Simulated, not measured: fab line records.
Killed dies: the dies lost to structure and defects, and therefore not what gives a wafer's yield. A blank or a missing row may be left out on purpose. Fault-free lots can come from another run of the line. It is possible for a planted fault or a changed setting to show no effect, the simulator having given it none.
A struck lot beside a sound one	flow sky130	14 steps out of a route of 708
Sound: these wafers, L440.1, L440.4, L440.5. Wafers L453.2, L453.4, L453.6 were the ones struck. The cause is named last.
At each step with rows: each side's tool, then ch and its chambers, then its first start. Under that, the readings that differ: sound wafers	struck wafers	difference of the means	sigmas: that difference in standard deviations of wafers without a fault.
alike: readings whose means differ by less than 2 such deviations, and words and numbers that are the same on both sides. not compared: withheld readings, readings that some wafer has no value for, bounds like >300 that may hide the same value, and numbers for which the record gives no deviation and whose values overlap.
The two part at a step that has a row with sigmas, a row that says differs or no value, or rows on one side only. Non-overlapping numbers with no deviation appear without sigmas and do not part them. Lack of a reading on every wafer of one side parts them only where that side has two or more wafers.

first, 1 step without rows for these wafers: SKY_VIA2_ETCH_14 (etches BARC in N2/H2, stops on SiO2, time 45.9 s, target depth 60 nm).
SKY_VIA2_ETCH_15: etches SiO2 in C4F8/O2/Ar, stops on TiN, target depth 546 nm, time 84 s.
  sound on rie diel-02 ch 2,3, day 37 22:07; struck on rie diel-01 ch 0,3, day 41 00:32
  alike: bias w, oes product au
  not compared: rf hours counter h
SKY_VIA2_STRIP_16: strips in O2/N2.
  sound on plasma asher-03 ch 0,1, day 37 22:10; struck on plasma asher-02 ch 0,1, day 41 00:35
  alike: drypump motor current A, oes product au, strip time to endpoint s
  not compared: rf hours counter h
then, 3 steps without rows for these wafers: SKY_VIA2_STRIP_17 (strips in post etch residue remover, time 1200 s); SKY_VIA2_CLEAN_18 (cleans in IPA, time 180 s); SKY_VIA2_CLEAN_19 (cleans in O3/DIW).
SKY_VIA2_SPUTTER_20: material TiN, target thk 20 nm, time 80 s.
  sound on pvd sputter-01, day 37 22:50; struck on pvd sputter-01, day 41 01:16
  alike: throttle valve pct
then, 1 step without rows for these wafers: SKY_VIA2_CVD_21 (deposits W, target thk 420 nm, time 126.4 s).
SKY_VIA2_RS_MEAS_22: measurement is done with a four-point probe.
  sound on film metro-01, day 37 23:02; struck on film metro-04, day 41 01:29
  alike: VIA2_W_RS
SKY_VIA2_THK_MEAS_23: measures by xrf.
  sound on film metro-01, day 37 23:09; struck on film metro-04, day 41 01:35
  alike: VIA2_W_THK
SKY_VIA2_CMP_24: polishes, stops on SiO2, t overpolish 20 s, target thk 0 nm.
  sound on cmp-02 ch 1,2, day 37 23:13; struck on cmp-02 ch 0,1, day 41 01:38
  alike: head pressure psi, motor current A, overpolish run s, time to endpoint s
SKY_METAL3_SPUTTER_00: material Ti, target thk 15 nm, time 10 s.
  sound on pvd sputter-02, day 37 23:31; struck on pvd sputter-02, day 41 01:56
  alike: throttle valve pct
SKY_METAL3_SPUTTER_01: material TiN, target thk 20 nm, time 16.7 s.
  sound on pvd sputter-02, day 37 23:32; struck on pvd sputter-02, day 41 01:58
reading	sound	struck	difference	sigmas
model.TiN_of_METAL3_SPUTTER_01.thk nm (nm)	19.73 19.77 19.82	12.89 12.56 12.73	-7.05	
  alike: throttle valve pct
then, 1 step without rows for these wafers: SKY_METAL3_SPUTTER_02 (material AlCu, target thk 735 nm, time 39.1 s).

## WHERE THEY PART
Nowhere in this record.

WHY: what the simulator had put in
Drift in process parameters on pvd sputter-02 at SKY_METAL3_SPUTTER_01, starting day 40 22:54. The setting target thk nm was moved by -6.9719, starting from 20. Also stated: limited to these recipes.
